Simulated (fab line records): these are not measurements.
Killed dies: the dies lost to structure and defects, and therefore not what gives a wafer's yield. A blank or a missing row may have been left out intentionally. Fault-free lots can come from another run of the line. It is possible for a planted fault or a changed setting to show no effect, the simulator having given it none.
Which tool did it? -- flow sky130 -- Sampling: 11 lots, 33 wafers, 2 of 708 route steps

## WHAT EACH GAUGE READ, for each wafer
SKY_METAL3_OVL_MEAS_14. Usual: METAL3_OVL 1 nm, standard deviation 5.
lot,measured,on,METAL3_OVL (nm),flag
L866,day 38 14:56,overlay-01,-7 -9 1,
L867,day 38 15:13,overlay-01,5 0 -5,
L868,day 38 22:50,overlay-02,1 -7 -4,
L869,day 39 12:56,overlay-02,12 8 6,
L870,day 39 22:53,overlay-02,0 2 -1,
L872,day 40 05:45,overlay-02,7 -4 -8,
L871,day 40 09:11,overlay-02,0 0 6,
L879,day 43 22:58,overlay-02,-2 6 -5,
L880,day 44 00:49,overlay-01,2 10 -3,
L884,day 44 07:49,overlay-02,8 8 3,
L885,day 44 13:28,overlay-01,-1 -2 -7,

## TOOL THAT RAN EACH LOT (tool first, then ch and the chambers of the sampled wafers, then the start)
lot,SKY_METAL3_SPUTTER_00
L866,"pvdSputter-02, day 36 09:54"
L867,"pvdSputter-02, day 36 10:56"
L868,"pvdSputter-01, day 36 18:31"
L869,"pvdSputter-04, day 37 08:30"
L870,"pvdSputter-02, day 37 17:46"
L872,"pvdSputter-01, day 38 02:01"
L871,"pvdSputter-02, day 38 05:29"
L879,"pvdSputter-04, day 42 00:08"
L880,"pvdSputter-02, day 42 02:43"
L884,"pvdSputter-01, day 42 10:01"
L885,"pvdSputter-01, day 42 14:58"
- SKY_METAL3_SPUTTER_00: material Ti, target thk 15 nm, time 10 s.

## WHAT THE TOOLS THEMSELVES READ (means of the sampled wafers that have a number; where no wafer has one, the mark that the record gives instead)
SKY_METAL3_SPUTTER_00. Usual: throttleValvePct 29.6 %, standard deviation 1.
lot,tool,throttleValvePct (%),flag
L866,pvdSputter-02,30.4,
L867,pvdSputter-02,30.3,
L868,pvdSputter-01,29.4,
L869,pvdSputter-04,29.9,
L870,pvdSputter-02,30.1,
L872,pvdSputter-01,27.7,
L871,pvdSputter-02,29.7,
L879,pvdSputter-04,29.8,
L880,pvdSputter-02,30.7,
L884,pvdSputter-01,28.7,
L885,pvdSputter-01,29.1,

## THE ANSWER, worked out from the rows above alone
Rule: lot off if the mean of its wafers having a number is beyond 3 standard deviations from the usual mean. Also off: a lot with no number at a reading for which 4 or more lots have one. Any other lot the step has rows for is counted as sound. Order of review: gauges by route order, followed by the tools' own readings, for which a lot's mean as printed above is used. At the first step where some lot is off, the reading lying furthest off is the one used; lots without a number count as furthest.
Nothing can be told from this: no lot is off at any reading shown.

## WHAT WAS PUT IN BY THE SIMULATOR
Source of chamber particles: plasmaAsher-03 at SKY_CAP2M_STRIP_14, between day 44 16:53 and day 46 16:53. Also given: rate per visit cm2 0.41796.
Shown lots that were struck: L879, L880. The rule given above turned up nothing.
